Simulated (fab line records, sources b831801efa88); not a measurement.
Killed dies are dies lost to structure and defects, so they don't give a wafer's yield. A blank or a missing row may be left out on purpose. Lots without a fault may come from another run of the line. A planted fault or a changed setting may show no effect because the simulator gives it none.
fab line records | flow gf180mcu
record lots=5 wafers=15 last_day=34
route steps=602 shown V2@402 M3@409 V3@429
lots that met no fault: from a run of the same line without faults
start_h: hours from the record's first day to the start of the lot's first wafer shown | wait_h: hours since the lot's step before | " the same as in the row above | L1.1+2: a row that stands for several wafers | - no value, or no start given | * or withheld: withheld | < > ~ a bound
route shown NAME@n: a module of which the file shows steps, and the number in the route of the first | usual: mean/standard deviation of fault-free wafers | same: alike in all rows | chamber/n: place in a boat | sites: the reading at each site | _std_site: their standard deviation | _edge_site: outer sites' mean less inner sites' | radius_mm: how far each site lies from the wafer's centre | mask NAME#n: copy n | behind: the tool/chamber that last shaped the wafer | hold: why the lot was held/for how many hours/how that ended | device: the transistor (n, p or np) that didn't switch | end of line: the same wafers' tests at the end of the route | a step without rows: its recipe alone | killed: dies lost to structure and defects at the first sort, not the wafer's yield | map: a wafer's dies, x killed, . not, _ none there
set.NAME: the setting as run; set.NAME@STEP: as run at that earlier step | model.NAME: the simulator's own value behind a step, which no gauge read
lots at some steps of the route; a table a step, a row a wafer
services: from which hour (start_h, from the record's first day; less than 0 if before it) a tool's chamber was out of use, for how many hours, and why
## steps
# step GF_V2_CLEAN_20
# recipe chemistry=DIW dry=n2_spin
# columns lot.wafer tool chamber start_h wait_h
L077.2+5+6 wet_bench-01 3 494.44 0.0
L083.2+5+6 wet_bench-02 3 546.88 0.0
L085.2+4+6 wet_bench-02 2 559.38 0.0
L091.2+4+6 wet_bench-01 3 607.02 0.0
L095.1+5+6 wet_bench-01 2 634.00 0.0
# step GF_V2_SPUTTER_21
# recipe material=Ti target_thk_nm=15 chamber_pressure_pa=5 power_w=2500 substrate_temp_c=200 time_s=80.02
# usual throttle_valve_pct=29.7/1.2
# columns lot.wafer tool chamber start_h wait_h throttle_valve_pct
L077.2 pvd_sputter-01 - 494.53 0.0 31.9
L077.5 " - " " 31.7
L077.6 " - " " 28.0
L083.2 pvd_sputter-04 - 546.97 0.0 29.0
L083.5 " - " " 28.8
L083.6 " - " " 31.2
L085.2 pvd_sputter-02 - 559.48 0.0 30.0
L085.4 " - " " 29.4
L085.6 " - " " 30.4
L091.2 pvd_sputter-04 - 607.11 0.0 28.1
L091.4 " - " " 29.3
L091.6 " - " " 29.1
L095.1 pvd_sputter-02 - 634.10 0.0 29.6
L095.5 " - " " 29.4
L095.6 " - " " 29.9
# step GF_V2_SPUTTER_22
# recipe material=TiN target_thk_nm=10 chamber_pressure_pa=5 power_w=4000 time_s=40
# usual throttle_valve_pct=29.7/1.2
# columns lot.wafer tool chamber start_h wait_h throttle_valve_pct
L077.2 pvd_sputter-01 - 494.60 0.0 31.7
L077.5 " - " " 32.0
L077.6 " - " " 28.0
L083.2 pvd_sputter-04 - 547.03 0.0 29.3
L083.5 " - " " 29.1
L083.6 " - " " 31.4
L085.2 pvd_sputter-02 - 559.54 0.0 29.8
L085.4 " - " " 29.6
L085.6 " - " " 30.4
L091.2 pvd_sputter-04 - 607.17 0.0 28.2
L091.4 " - " " 29.0
L091.6 " - " " 29.1
L095.1 pvd_sputter-02 - 634.16 0.0 29.6
L095.5 " - " " 29.6
L095.6 " - " " 29.9
# step GF_V2_CVD_23
# recipe material=W target_thk_nm=350 time_s=104.94 temp_c=400 pressure_torr=40
# usual heater_power_w=827/52
# columns lot.wafer tool chamber start_h wait_h heater_power_w
L077.2 cvd_w-02 1 494.63 0.0 885
L077.5 " 0 " " 836
L077.6 " 1 " " 870
L083.2 cvd_w-01 0 547.07 0.0 864
L083.5 " 0 " " 846
L083.6 " 1 " " 734
L085.2 cvd_w-01 0 559.58 0.0 853
L085.4 " 1 " " 744
L085.6 " 0 " " 824
L091.2 cvd_w-01 1 607.21 0.0 746
L091.4 " 0 " " 835
L091.6 " 1 " " 744
L095.1 cvd_w-01 0 634.20 0.0 860
L095.5 " 0 " " 864
L095.6 " 1 " " 738
# step GF_V2_RS_MEAS_24
# recipe thk_meas_gauge=four-point-probe reads=W_of_V2_CVD_23+TiN_of_V2_SPUTTER_22+Ti_of_V2_SPUTTER_21
# usual V2_W_RS=0.3286/0.0029
# columns lot.wafer tool chamber start_h wait_h V2_W_RS[ohm/sq]
L077.2 film_metro-03 - 494.77 0.1 0.3299
L077.5 " - " " 0.3282
L077.6 " - " " 0.3295
L083.2 film_metro-03 - 547.20 0.1 0.3261
L083.5 " - " " 0.3279
L083.6 " - " " 0.3252
L085.2 film_metro-04 - 559.71 0.1 0.3292
L085.4 " - " " 0.3281
L085.6 " - " " 0.3314
L091.2 film_metro-03 - 607.34 0.1 0.3252
L091.4 " - " " 0.3274
L091.6 " - " " 0.3265
L095.1 film_metro-03 - 634.31 0.1 0.3330
L095.5 " - " " 0.3353
L095.6 " - " " 0.3298
# step GF_V2_THK_MEAS_25
# recipe thk_meas_gauge=xrf reads=W_of_V2_CVD_23
# usual V2_W_THK=352/5.2
# columns lot.wafer tool chamber start_h wait_h V2_W_THK[nm]
L077.2 film_metro-03 - 494.88 0.1 348
L077.5 " - " " 351
L077.6 " - " " 350
L083.2 film_metro-03 - 547.31 0.1 352
L083.5 " - " " 348
L083.6 " - " " 352
L085.2 film_metro-04 - 559.82 0.1 348
L085.4 " - " " 350
L085.6 " - " " 346
L091.2 film_metro-03 - 607.45 0.1 357
L091.4 " - " " 357
L091.6 " - " " 356
L095.1 film_metro-03 - 634.43 0.1 344
L095.5 " - " " 342
L095.6 " - " " 349
# step GF_V2_CMP_26
# recipe stop_on=SiO2 down_force_psi=3.5 platen_rpm=60 t_overpolish_s=15 target_thk_nm=0 pad_velocity_m_s=0.94248
# usual motor_current_A=10.8/1.1 overpolish_run_s=15.000/0.0083 time_to_endpoint_s=84/3.2
# same t_overpolish_s=15
# columns lot.wafer tool chamber start_h wait_h motor_current_A overpolish_run_s time_to_endpoint_s
L077.2 cmp-01 0 495.08 0.2 11.3 14.990 85
L077.6 " 1 " " 12.1 14.991 89
L077.5 " 2 " " 10.2 14.994 88
L083.2 cmp-02 2 547.36 0.0 11.9 14.996 81
L083.6 " 2 " " 11.3 14.995 82
L083.5 " 3 " " 11.3 14.988 83
L085.4 cmp-01 3 559.87 0.0 9.4 14.994 84
L085.2 " 0 " " 10.4 14.996 82
L085.6 " 0 " " 11.9 15.006 81
L091.4 cmp-01 0 607.55 0.1 10.6 14.995 83
L091.2 " 1 " " 11.5 14.994 86
L091.6 " 3 " " 9.3 14.991 89
L095.1 cmp-01 3 634.54 0.1 9.6 14.984 82
L095.5 " 2 " " 10.2 15.003 80
L095.6 " 3 " " 9.2 15.005 85
# step GF_M3_SPUTTER_00
# recipe material=Ti target_thk_nm=37.5 arriving_ion_energy_ev=80 substrate_temp_c=200 chamber_pressure_pa=2 power_w=4000 time_s=150
# usual throttle_valve_pct=29.9/1.3
# columns lot.wafer tool chamber start_h wait_h throttle_valve_pct
L077.2 pvd_sputter-03 - 495.23 0.1 29.3
L077.5 " - " " 30.5
L077.6 " - " " 29.4
L083.2 pvd_sputter-01 - 547.66 0.2 32.0
L083.5 " - " " 30.0
L083.6 " - " " 32.1
L085.2 pvd_sputter-01 - 560.17 0.2 32.0
L085.4 " - " " 29.4
L085.6 " - " " 29.1
L091.2 pvd_sputter-01 - 607.80 0.1 31.8
L091.4 " - " " 29.9
L091.6 " - " " 30.2
L095.1 pvd_sputter-01 - 634.79 0.2 29.5
L095.5 " - " " 28.1
L095.6 " - " " 29.5
# step GF_M3_SPUTTER_01
# recipe material=TiN target_thk_nm=30 power_w=6500 time_s=25 chamber_pressure_pa=0.4
# usual throttle_valve_pct=29.8/1.3
# columns lot.wafer tool chamber start_h wait_h throttle_valve_pct
L077.2 pvd_sputter-03 - 495.33 0.1 29.4
L077.5 " - " " 30.8
L077.6 " - " " 29.4
L083.2 pvd_sputter-01 - 547.76 0.1 31.6
L083.5 " - " " 30.0
L083.6 " - " " 32.0
L085.2 pvd_sputter-01 - 560.27 0.1 31.9
L085.4 " - " " 29.5
L085.6 " - " " 29.1
L091.2 pvd_sputter-01 - 607.90 0.1 31.8
L091.4 " - " " 30.0
L091.6 " - " " 30.3
L095.1 pvd_sputter-01 - 634.89 0.1 29.2
L095.5 " - " " 28.0
L095.6 " - " " 29.2
# step GF_M3_SPUTTER_02
# recipe material=AlCu target_thk_nm=450 power_w=10600 time_s=23.9 chamber_pressure_pa=0.4
# usual throttle_valve_pct=29.8/1.3
# columns lot.wafer tool chamber start_h wait_h throttle_valve_pct
L077.2 pvd_sputter-03 - 495.36 0.0 29.3
L077.5 " - " " 30.6
L077.6 " - " " 29.4
L083.2 pvd_sputter-01 - 547.79 0.0 32.0
L083.5 " - " " 30.1
L083.6 " - " " 31.9
L085.2 pvd_sputter-01 - 560.30 0.0 31.9
L085.4 " - " " 29.3
L085.6 " - " " 29.2
L091.2 pvd_sputter-01 - 607.93 0.0 31.9
L091.4 " - " " 30.0
L091.6 " - " " 29.8
L095.1 pvd_sputter-01 - 634.92 0.0 29.4
L095.5 " - " " 28.0
L095.6 " - " " 29.4
# step GF_M3_SPUTTER_03
# recipe material=Ti target_thk_nm=10 substrate_temp_c=300 chamber_pressure_pa=0.3 power_w=3000 time_s=6.7
# usual throttle_valve_pct=29.8/1.3
# columns lot.wafer tool chamber start_h wait_h throttle_valve_pct
L077.2 pvd_sputter-03 - 495.39 0.0 29.3
L077.5 " - " " 30.7
L077.6 " - " " 29.2
L083.2 pvd_sputter-01 - 547.82 0.0 32.2
L083.5 " - " " 30.0
L083.6 " - " " 32.0
L085.2 pvd_sputter-01 - 560.33 0.0 32.0
L085.4 " - " " 29.3
L085.6 " - " " 29.5
L091.2 pvd_sputter-01 - 607.96 0.0 32.1
L091.4 " - " " 30.1
L091.6 " - " " 29.8
L095.1 pvd_sputter-01 - 634.95 0.0 29.2
L095.5 " - " " 28.0
L095.6 " - " " 29.2
# step GF_M3_SPUTTER_04
# recipe material=TiN target_thk_nm=50 power_w=6500 time_s=41.7 chamber_pressure_pa=0.4
# usual throttle_valve_pct=29.8/1.3
# columns lot.wafer tool chamber start_h wait_h throttle_valve_pct
L077.2 pvd_sputter-03 - 495.41 0.0 29.3
L077.5 " - " " 30.6
L077.6 " - " " 29.5
L083.2 pvd_sputter-01 - 547.84 0.0 31.8
L083.5 " - " " 30.1
L083.6 " - " " 31.6
L085.2 pvd_sputter-01 - 560.35 0.0 32.1
L085.4 " - " " 29.2
L085.6 " - " " 29.4
L091.2 pvd_sputter-01 - 607.98 0.0 32.2
L091.4 " - " " 30.0
L091.6 " - " " 30.2
L095.1 pvd_sputter-01 - 634.97 0.0 29.3
L095.5 " - " " 28.0
L095.6 " - " " 29.4
# step GF_M3_RS_MEAS_05
# recipe thk_meas_gauge=four-point-probe reads=TiN_of_M3_SPUTTER_04+Ti_of_M3_SPUTTER_03+AlCu_of_M3_SPUTTER_02+TiN_of_M3_SPUTTER_01+Ti_of_M3_SPUTTER_00
# usual M3_ALCU_RS=0.0698/0.00082
# columns lot.wafer tool chamber start_h wait_h M3_ALCU_RS[ohm/sq]
L077.2 film_metro-01 - 495.47 0.0 0.0680
L077.5 " - " " 0.0681
L077.6 " - " " 0.0682
L083.2 film_metro-02 - 547.90 0.0 0.0699
L083.5 " - " " 0.0700
L083.6 " - " " 0.0699
L085.2 film_metro-01 - 560.41 0.0 0.0703
L085.4 " - " " 0.0708
L085.6 " - " " 0.0700
L091.2 film_metro-02 - 608.04 0.0 0.0693
L091.4 " - " " 0.0700
L091.6 " - " " 0.0701
L095.1 film_metro-01 - 635.01 0.0 0.0707
L095.5 " - " " 0.0700
L095.6 " - " " 0.0693
# step GF_M3_THK_MEAS_06
# recipe thk_meas_gauge=xrf reads=AlCu_of_M3_SPUTTER_02
# usual M3_ALCU_THK=454/7.4
# columns lot.wafer tool chamber start_h wait_h M3_ALCU_THK[nm]
L077.2 film_metro-01 - 495.58 0.1 466
L077.5 " - " " 462
L077.6 " - " " 463
L083.2 film_metro-02 - 548.01 0.1 458
L083.5 " - " " 457
L083.6 " - " " 457
L085.2 film_metro-01 - 560.52 0.1 448
L085.4 " - " " 447
L085.6 " - " " 450
L091.2 film_metro-02 - 608.15 0.1 463
L091.4 " - " " 457
L091.6 " - " " 454
L095.1 film_metro-01 - 635.13 0.1 449
L095.5 " - " " 452
L095.6 " - " " 454
# step GF_M3_DEHYDRATE_07
# recipe temp_c=200 time_s=60
# columns lot.wafer tool chamber start_h wait_h
L077.2+5+6 litho_track-01 0 506.82 11.2
L083.2+5+6 litho_track-03 0 558.56 10.5
L085.2+4+6 litho_track-04 0 570.79 10.3
L091.2+4+6 litho_track-04 0 617.94 9.8
L095.1+5+6 litho_track-04 0 645.12 10.0
# step GF_M3_HMDS_08
# recipe prime_time_s=60 prime_temp_c=120
# columns lot.wafer tool chamber start_h wait_h
L077.2+5+6 litho_track-01 0 506.97 0.1
L083.2+5+6 litho_track-03 0 558.71 0.1
L085.2+4+6 litho_track-04 0 570.94 0.1
L091.2+4+6 litho_track-04 0 618.09 0.1
L095.1+5+6 litho_track-04 0 645.27 0.1
# step GF_M3_COAT_09
# recipe resist=KrF spin_rpm=withheld resist_thk_nm=1000
# columns lot.wafer tool chamber start_h wait_h
L077.2+5+6 litho_track-01 0 507.12 0.1
L083.2+5+6 litho_track-03 0 558.86 0.1
L085.2+4+6 litho_track-04 0 571.09 0.1
L091.2+4+6 litho_track-04 0 618.24 0.1
L095.1+5+6 litho_track-04 0 645.42 0.1
# step GF_M3_SOFTBAKE_10
# recipe temp_c=130 time_s=60 resist=KrF
# columns lot.wafer tool chamber start_h wait_h
L077.2+5+6 litho_track-01 0 507.27 0.1
L083.2+5+6 litho_track-03 0 559.01 0.1
L085.2+4+6 litho_track-04 0 571.24 0.1
L091.2+4+6 litho_track-04 0 618.39 0.1
L095.1+5+6 litho_track-04 0 645.57 0.1
# step GF_M3_EXPOSE_11
# recipe mask_id=Metal3 target_cd_nm=280 na=0.68 source_shape=conventional sigma_outer=0.6 dose_mj=28
# columns lot.wafer tool chamber start_h wait_h mask
L077.2+5+6 krf_scanner-01 0 - - Metal3#0
L083.2+5+6 krf_scanner-02 0 - - Metal3#0
L085.2+4+6 krf_scanner-02 0 - - Metal3#0
L091.2+4+6 krf_scanner-01 0 - - Metal3#0
L095.1+5+6 krf_scanner-02 0 - - Metal3#0
# step GF_M3_PEB_12
# recipe peb_temp_c=135 peb_time_s=90 resist=KrF
# columns lot.wafer tool chamber start_h wait_h
L077.2+5+6 litho_track-04 0 - -
L083.2+5+6 litho_track-01 0 - -
L085.2+4+6 litho_track-03 0 - -
L091.2+4+6 litho_track-04 0 - -
L095.1+5+6 litho_track-04 0 - -
# step GF_M3_DEVELOP_13
# recipe develop_time_s=60 dev_temp_c=21
# columns lot.wafer tool chamber start_h wait_h
L077.2+5+6 litho_track-04 0 518.74 0.2
L083.2+5+6 litho_track-01 0 569.66 0.2
L085.2+4+6 litho_track-03 0 582.36 0.2
L091.2+4+6 litho_track-04 0 628.44 0.2
L095.1+5+6 litho_track-04 0 654.47 0.2
# step GF_M3_CD_MEAS_14
# recipe target_cd_nm=280
# usual cd_nm=280.2/1.1
# columns lot.wafer tool chamber start_h wait_h cd_nm
L077.2 cd_sem-02 - 518.89 0.1 281.6
L077.5 " - " " 281.4
L077.6 " - " " 280.0
L083.2 cd_sem-02 - 569.81 0.1 279.9
L083.5 " - " " 280.8
L083.6 " - " " 280.2
L085.2 cd_sem-01 - 582.50 0.1 281.7
L085.4 " - " " 280.3
L085.6 " - " " 280.8
L091.2 cd_sem-01 - 628.59 0.1 280.3
L091.4 " - " " 279.9
L091.6 " - " " 280.7
L095.1 cd_sem-02 - 654.62 0.1 279.6
L095.5 " - " " 278.6
L095.6 " - " " 278.5
# step GF_M3_OVL_MEAS_15
# usual M3_OVL=6/6.1
# columns lot.wafer tool chamber start_h wait_h M3_OVL[nm]
L077.2 overlay-02 - 518.99 0.1 5
L077.5 " - " " 9
L077.6 " - " " 5
L083.2 overlay-02 - 569.92 0.1 6
L083.5 " - " " 8
L083.6 " - " " 12
L085.2 overlay-01 - 582.61 0.1 7
L085.4 " - " " 2
L085.6 " - " " 10
L091.2 overlay-01 - 628.69 0.1 -3
L091.4 " - " " 3
L091.6 " - " " 1
L095.1 overlay-01 - 654.74 0.1 4
L095.5 " - " " 13
L095.6 " - " " 17
# step GF_M3_METAL_ETCH_16
# recipe chemistry=Cl2/BCl3 mask_material=KrF target_depth_nm=750.8 stop_on=SiO2 pressure_mtorr=8 icp_w=800 bias_w=140 Cl2_flow_sccm=80 bcl3_flow_sccm=40 time_s=125.1
# usual drypump_motor_current_A=5.9/0.37 oes_product_au=0.991/0.006 throttle_valve_pct=28.230/0.0098
# columns lot.wafer tool chamber start_h wait_h drypump_motor_current_A oes_product_au rf_hours_counter_h throttle_valve_pct
L077.2 rie_metal-04 0 519.02 0.0 6.0 0.986 0 28.230
L077.5 " 0 " " 6.0 0.989 - 28.228
L077.6 " 1 " " 6.4 0.987 - 28.241
L083.2 rie_metal-03 0 569.95 0.0 5.8 0.995 12 28.226
L083.5 " 0 " " 5.8 0.988 - 28.218
L083.6 " 1 " " 5.4 0.989 - 28.224
L085.2 rie_metal-03 0 582.64 0.0 5.8 1.000 13 28.215
L085.4 " 0 " " 5.8 0.997 - 28.231
L085.6 " 0 " " 5.8 0.998 - 28.219
L091.2 rie_metal-04 0 628.72 0.0 6.1 0.992 4 28.221
L091.4 " 1 " " 6.4 0.973 - 28.236
L091.6 " 1 " " 6.4 0.987 - 28.246
L095.1 rie_metal-03 1 654.77 0.0 5.4 0.993 15 28.223
L095.5 " 0 " " 5.8 0.996 - 28.231
L095.6 " 1 " " 5.5 0.987 - 28.248
# step GF_M3_STRIP_17
# recipe chemistry=O2/N2 power_w=1400 pressure_mtorr=1500 platen_temp_c=250 o2_flow_sccm=3000 n2_flow_sccm=300 overash_fraction=0.5
# usual drypump_motor_current_A=5.9/0.42 heater_power_w=340/37 oes_product_au=0.539/0.0053 strip_time_to_endpoint_s=7.41/0.05
# same overash_fraction=0.5
# columns lot.wafer tool chamber start_h wait_h drypump_motor_current_A heater_power_w oes_product_au rf_hours_counter_h strip_time_to_endpoint_s
L077.2 plasma_asher-04 1 519.15 0.1 6.5 321 0.522 89 7.42
L077.5 " 0 " " 5.9 315 0.541 - 7.43
L077.6 " 1 " " 6.5 319 0.540 - 7.46
L083.2 plasma_asher-04 1 570.08 0.1 6.5 329 0.536 95 7.37
L083.5 " 0 " " 5.8 325 0.546 - 7.39
L083.6 " 1 " " 6.5 315 0.534 - 7.39
L085.2 plasma_asher-02 1 582.77 0.1 5.5 412 0.541 16 7.35
L085.4 " 1 " " 5.5 410 0.537 - 7.38
L085.6 " 0 " " 5.8 290 0.541 - 7.38
L091.2 plasma_asher-04 0 628.90 0.1 5.8 331 0.545 102 7.43
L091.4 " 1 " " 6.5 329 0.539 - 7.52
L091.6 " 0 " " 5.9 325 0.540 - 7.52
L095.1 plasma_asher-04 0 654.90 0.1 5.9 326 0.536 105 7.36
L095.5 " 1 " " 6.6 330 0.545 - 7.42
L095.6 " 0 " " 5.8 331 0.540 - 7.43
# step GF_M3_STRIP_18
# recipe chemistry=post_etch_residue_remover time_s=1200 temp_c=72.5
# columns lot.wafer tool chamber start_h wait_h
L077.2+5+6 wet_bench-04 0 519.25 0.1
L083.2+5+6 wet_bench-02 1 570.18 0.1
L085.2+4+6 wet_bench-04 0 582.87 0.1
L091.2+4+6 wet_bench-02 2 629.00 0.1
L095.1+5+6 wet_bench-02 1 655.00 0.1
# step GF_M3_CLEAN_19
# recipe chemistry=DIW dry=n2_spin
# columns lot.wafer tool chamber start_h wait_h
L077.2+5+6 wet_bench-01 1 519.60 0.0
L083.2+5+6 wet_bench-04 2 570.55 0.0
L085.2+4+6 wet_bench-01 3 583.21 0.0
L091.2+4+6 wet_bench-01 2 629.34 0.0
L095.1+5+6 wet_bench-04 3 655.34 0.0
# step GF_V3_CVD_00
# recipe material=SiO2 target_thk_nm=600 sigma_open_frac=0.3 temp_c=400 time_s=100 sih4_flow_sccm=60 pressure_mtorr=6
# usual pressure_mtorr=6.002/0.011
# columns lot.wafer tool chamber start_h wait_h pressure_mtorr
L077.2 hdpcvd-01 0 519.69 0.0 6.003
L077.5 " 2 " " 5.976
L077.6 " 0 " " 5.993
L083.2 hdpcvd-01 1 570.64 0.0 6.015
L083.5 " 2 " " 5.992
L083.6 " 0 " " 6.005
L085.2 hdpcvd-02 2 583.39 0.0 6.019
L085.4 " 2 " " 5.985
L085.6 " 1 " " 6.006
L091.2 hdpcvd-01 2 629.43 0.0 6.001
L091.4 " 0 " " 6.020
L091.6 " 2 " " 6.001
L095.1 hdpcvd-02 0 655.44 0.0 5.989
L095.5 " 2 " " 6.002
L095.6 " 1 " " 5.987
# step GF_V3_THK_MEAS_01
# recipe reads=SiO2_of_V3_CVD_00
# usual V3_CVD_00_THK=599/5.7
# columns lot.wafer tool chamber start_h wait_h V3_CVD_00_THK[nm]
L077.2 film_metro-04 - 519.77 0.0 610
L077.5 " - " " 603
L077.6 " - " " 605
L083.2 film_metro-02 - 570.72 0.0 601
L083.5 " - " " 601
L083.6 " - " " 594
L085.2 film_metro-04 - 583.47 0.0 612
L085.4 " - " " 612
L085.6 " - " " 601
L091.2 film_metro-03 - 629.51 0.0 591
L091.4 " - " " 591
L091.6 " - " " 594
L095.1 film_metro-02 - 655.51 0.0 608
L095.5 " - " " 596
L095.6 " - " " 600
# step GF_V3_CVD_02
# recipe material=SiO2 target_thk_nm=850 precursor=TEOS temp_c=400 time_s=94.851 rf_w=600
# usual heater_power_w=660/96
# columns lot.wafer tool chamber start_h wait_h heater_power_w
L077.2 pecvd-03 0 519.82 0.0 628
L077.5 " 2 " " 810
L077.6 " 0 " " 504
L083.2 pecvd-03 2 570.77 0.0 822
L083.5 " 2 " " 645
L083.6 " 0 " " 510
L085.2 pecvd-04 1 583.52 0.0 818
L085.4 " 0 " " 518
L085.6 " 2 " " 736
L091.2 pecvd-03 0 629.56 0.0 542
L091.4 " 2 " " 662
L091.6 " 0 " " 586
L095.1 pecvd-04 1 655.57 0.1 805
L095.5 " 1 " " 841
L095.6 " 2 " " 678
# step GF_V3_THK_MEAS_03
# recipe reads=SiO2_of_V3_CVD_02
# usual V3_CVD_02_THK=848/9.6
# columns lot.wafer tool chamber start_h wait_h V3_CVD_02_THK[nm]
L077.2 film_metro-04 - 519.90 0.0 844
L077.5 " - " " 852
L077.6 " - " " 850
L083.2 film_metro-02 - 570.85 0.0 862
L083.5 " - " " 867
L083.6 " - " " 855
L085.2 film_metro-02 - 583.60 0.0 845
L085.4 " - " " 859
L085.6 " - " " 855
L091.2 film_metro-04 - 629.64 0.0 836
L091.4 " - " " 856
L091.6 " - " " 856
L095.1 film_metro-03 - 655.64 0.0 847
L095.5 " - " " 858
L095.6 " - " " 851
# step GF_V3_CMP_04
# recipe material=SiO2 down_force_psi=4 platen_rpm=60 pad_velocity_m_s=0.94248
# usual motor_current_A=11.8/1.2 time_to_endpoint_s=79/4.7
# columns lot.wafer tool chamber start_h wait_h motor_current_A time_to_endpoint_s
L077.2 cmp-02 3 519.95 0.0 12.9 78
L077.6 " 3 " " 12.5 80
L077.5 " 0 " " 13.4 81
L083.2 cmp-02 3 571.05 0.2 13.2 82
L083.6 " 0 " " 13.3 80
L083.5 " 1 " " 10.3 85
L085.4 cmp-02 0 583.70 0.1 13.0 85
L085.2 " 2 " " 13.1 79
L085.6 " 0 " " 13.4 83
L091.2 cmp-01 1 629.69 0.0 12.8 75
L091.4 " 3 " " 10.1 81
L091.6 " 2 " " 11.1 81
L095.1 cmp-01 3 655.80 0.1 9.6 78
L095.5 " 1 " " 13.1 82
L095.6 " 2 " " 11.0 79
# step GF_V3_BOW_MEAS_05
# recipe mode=bow
# usual V3_BOW=118/7.6
# columns lot.wafer tool chamber start_h wait_h V3_BOW[um]
L077.2 film_metro-03 - 520.27 0.3 125
L077.5 " - " " 122
L077.6 " - " " 116
L083.2 film_metro-03 - 571.22 0.1 128
L083.5 " - " " 116
L083.6 " - " " 119
L085.2 film_metro-04 - 583.97 0.1 117
L085.4 " - " " 129
L085.6 " - " " 121
L091.2 film_metro-02 - 630.01 0.3 126
L091.4 " - " " 122
L091.6 " - " " 123
L095.1 film_metro-02 - 656.00 0.1 120
L095.5 " - " " 106
L095.6 " - " " 108
# step GF_V3_DEHYDRATE_06
# recipe temp_c=200 time_s=60
# columns lot.wafer tool chamber start_h wait_h
L077.2+5+6 litho_track-02 0 531.57 11.3
L083.2+5+6 litho_track-02 0 581.57 10.3
L085.2+4+6 litho_track-04 0 594.09 10.1
L091.2+4+6 litho_track-03 0 640.16 10.1
L095.1+5+6 litho_track-04 0 665.52 9.5
# step GF_V3_HMDS_07
# recipe prime_time_s=60 prime_temp_c=120
# columns lot.wafer tool chamber start_h wait_h
L077.2+5+6 litho_track-02 0 531.72 0.1
L083.2+5+6 litho_track-02 0 581.72 0.1
L085.2+4+6 litho_track-04 0 594.24 0.1
L091.2+4+6 litho_track-03 0 640.31 0.1
L095.1+5+6 litho_track-04 0 665.67 0.1
# step GF_V3_COAT_08
# recipe resist=BARC temp_c=withheld time_s=withheld spin_rpm=withheld resist_thk_nm=withheld
# columns lot.wafer tool chamber start_h wait_h
L077.2+5+6 litho_track-02 0 531.87 0.1
L083.2+5+6 litho_track-02 0 581.87 0.1
L085.2+4+6 litho_track-04 0 594.39 0.1
L091.2+4+6 litho_track-03 0 640.46 0.1
L095.1+5+6 litho_track-04 0 665.82 0.1
# step GF_V3_COAT_09
# recipe resist=KrF spin_rpm=withheld resist_thk_nm=1000
# columns lot.wafer tool chamber start_h wait_h
L077.2+5+6 litho_track-02 0 - -
L083.2+5+6 litho_track-02 0 - -
L085.2+4+6 litho_track-04 0 - -
L091.2+4+6 litho_track-03 0 - -
L095.1+5+6 litho_track-04 0 - -
# step GF_V3_SOFTBAKE_10
# recipe temp_c=130 time_s=60 resist=KrF
# columns lot.wafer tool chamber start_h wait_h
L077.2+5+6 litho_track-02 0 - -
L083.2+5+6 litho_track-02 0 - -
L085.2+4+6 litho_track-04 0 - -
L091.2+4+6 litho_track-03 0 - -
L095.1+5+6 litho_track-04 0 - -
# step GF_V3_EXPOSE_11
# recipe mask_id=Via3 target_cd_nm=260 na=0.68 source_shape=conventional sigma_outer=0.6 dose_mj=38
# columns lot.wafer tool chamber start_h wait_h mask
L077.2+5+6 krf_scanner-01 0 - - Via3#0
L083.2+5+6 krf_scanner-01 0 - - Via3#0
L085.2+4+6 krf_scanner-01 0 - - Via3#0
L091.2+4+6 krf_scanner-01 0 - - Via3#0
L095.1+5+6 krf_scanner-01 0 - - Via3#0
# step GF_V3_PEB_12
# recipe peb_temp_c=135 peb_time_s=90 resist=KrF
# columns lot.wafer tool chamber start_h wait_h
L077.2+5+6 litho_track-03 0 - -
L083.2+5+6 litho_track-02 0 - -
L085.2+4+6 litho_track-04 0 - -
L091.2+4+6 litho_track-03 0 - -
L095.1+5+6 litho_track-04 0 - -
# step GF_V3_DEVELOP_13
# recipe develop_time_s=60 resist=KrF dev_temp_c=21
# columns lot.wafer tool chamber start_h wait_h
L077.2+5+6 litho_track-03 0 542.66 0.2
L083.2+5+6 litho_track-02 0 592.67 0.2
L085.2+4+6 litho_track-04 0 604.84 0.2
L091.2+4+6 litho_track-03 0 649.91 0.2
L095.1+5+6 litho_track-04 0 675.02 0.2
# step GF_V3_CD_MEAS_14
# recipe target_cd_nm=260
# usual cd_nm=259.5/1.3
# columns lot.wafer tool chamber start_h wait_h cd_nm
L077.2 cd_sem-02 - 542.80 0.1 260.1
L077.5 " - " " 258.2
L077.6 " - " " 258.1
L083.2 cd_sem-01 - 592.82 0.1 258.7
L083.5 " - " " 260.6
L083.6 " - " " 260.1
L085.2 cd_sem-01 - 604.99 0.1 261.8
L085.4 " - " " 260.4
L085.6 " - " " 260.6
L091.2 cd_sem-01 - 650.05 0.1 259.1
L091.4 " - " " 259.6
L091.6 " - " " 259.8
L095.1 cd_sem-01 - 675.17 0.1 260.3
L095.5 " - " " 259.8
L095.6 " - " " 259.6
# step GF_V3_OVL_MEAS_15
# usual V3_OVL=-1/4.1
# columns lot.wafer tool chamber start_h wait_h V3_OVL[nm]
L077.2 overlay-01 - 542.91 0.1 0
L077.5 " - " " -6
L077.6 " - " " 5
L083.2 overlay-02 - 592.92 0.1 -8
L083.5 " - " " 3
L083.6 " - " " 1
L085.2 overlay-02 - 605.09 0.1 -4
L085.4 " - " " -4
L085.6 " - " " -4
L091.2 overlay-01 - 650.16 0.1 6
L091.4 " - " " 3
L091.6 " - " " 2
L095.1 overlay-01 - 675.29 0.1 2
L095.5 " - " " 10
L095.6 " - " " -1
## services
# columns tool chamber start_h hours kind
cmp-01 - 471.97 1.6 repair
krf_scanner-01 - 479.01 1.0 pm
pvd_sputter-03 - 506.99 3.8 repair
pvd_sputter-02 - 510.40 4.8 repair
pvd_sputter-01 - 510.79 1.6 repair
krf_scanner-01 - 516.39 0.8 pm
pvd_sputter-03 - 530.89 1.1 repair
pvd_sputter-04 - 532.45 3.6 repair
pvd_sputter-03 - 534.07 8.7 repair
cmp-02 - 535.24 0.2 repair
krf_scanner-01 - 555.51 1.6 repair
krf_scanner-01 - 557.14 1.3 pm
krf_scanner-01 - 564.95 4.4 pm
cmp-01 - 572.15 4.0 pm
cmp-02 - 587.59 5.0 pm
pvd_sputter-03 - 613.10 4.8 repair
cvd_w-01 - 627.90 6.0 pm
cmp-01 - 635.06 6.6 pm
pvd_sputter-04 - 639.59 5.2 repair
pvd_sputter-04 - 642.30 5.5 repair
cmp-02 - 646.86 0.6 repair
krf_scanner-01 - 648.01 1.0 pm
pvd_sputter-01 - 650.34 2.7 repair
krf_scanner-01 - 671.72 4.0 pm
## key
fault none
